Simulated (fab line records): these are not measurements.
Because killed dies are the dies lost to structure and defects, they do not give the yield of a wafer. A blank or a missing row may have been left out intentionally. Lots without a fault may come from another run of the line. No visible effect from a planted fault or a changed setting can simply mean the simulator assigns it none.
One fault seen from 2 desks | flow gf180mcu | every desk sees just its own numbers, and what lay behind them comes last

THE TOOL OWNER'S DESK: cmp-02
The tool's own readings at GF_CONTACT_CMP_04 (polishes SiO2): means of the sampled wafers that have a number, for each lot that ran on this tool. Marked OUT: a lot whose mean sits more than 4 standard deviations from the usual mean, which makes it out of limits; the brackets give that distance.
Columns: A = motor-current-A at GF_CONTACT_CMP_04, usual 11.5 A; B = retaining-ring-pressure-frac at GF_CONTACT_CMP_04, usual 1.000; C = time-to-endpoint-s at GF_CONTACT_CMP_04, usual 109 s
lot  | first seen here | A    | B     | C
L533 | day 16 10:09    | 11.8 | 0.994 | 112
L535 | day 16 22:40    | 11.6 | 1.002 | 112
L538 | day 17 22:14    | 11.7 | 1.000 | 96
L539 | day 18 06:30    | 11.6 | 0.996 | 97
L541 | day 18 23:37    | 10.8 | 0.999 | 108
L547 | day 22 00:26    | 11.8 | 1.002 | 114
L548 | day 22 11:16    | 11.7 | 0.994 | 102
L549 | day 22 11:30    | 11.3 | 0.997 | 106
L552 | day 23 13:53    | 11.5 | 1.006 | 100
L553 | day 23 19:51    | 11.4 | 0.999 | 99
This desk found nothing out of limits on any of the 10 lots.

THE METROLOGY DESK
Lot by lot, what the gauges showed, no matter which tool ran the lot: averages of those sampled wafers that carry a number. Marked OUT: a lot whose mean sits more than 4 standard deviations from the usual mean, which makes it out of limits; the brackets give that distance.
Columns: A = CONTACT_W_THK at GF_CONTACT_THK_MEAS_26, usual 296 nm; B = cd-nm at GF_V1_CD_MEAS_14, usual 259.7 nm
lot  | first seen here | A   | B
L530 | day 16 17:16    | 302 | 258.4
L532 | day 17 00:56    | 302 | 259.9
L533 | day 17 09:25    | 295 | 259.3
L534 | day 17 10:59    | 298 | 258.8
L535 | day 17 22:41    | 295 | 259.7
L538 | day 18 22:39    | 295 | 260.4
L539 | day 19 07:18    | 295 | 261.3
L541 | day 20 00:46    | 296 | 260.2
L547 | day 23 00:36    | 294 | 261.9
L548 | day 23 11:05    | 292 | 260.0
L549 | day 23 11:26    | 294 | 258.7
L551 | day 23 23:38    | 300 | 258.9
L552 | day 24 13:02    | 297 | 259.0
L553 | day 24 18:50    | 295 | 259.8
This desk found nothing out of limits on any of the 14 lots.

BROUGHT TOGETHER
Nothing out of limits was seen by the tool owner's desk.
Metrology desk: nothing out of limits seen.

WHAT THE SIMULATOR HAD INSERTED
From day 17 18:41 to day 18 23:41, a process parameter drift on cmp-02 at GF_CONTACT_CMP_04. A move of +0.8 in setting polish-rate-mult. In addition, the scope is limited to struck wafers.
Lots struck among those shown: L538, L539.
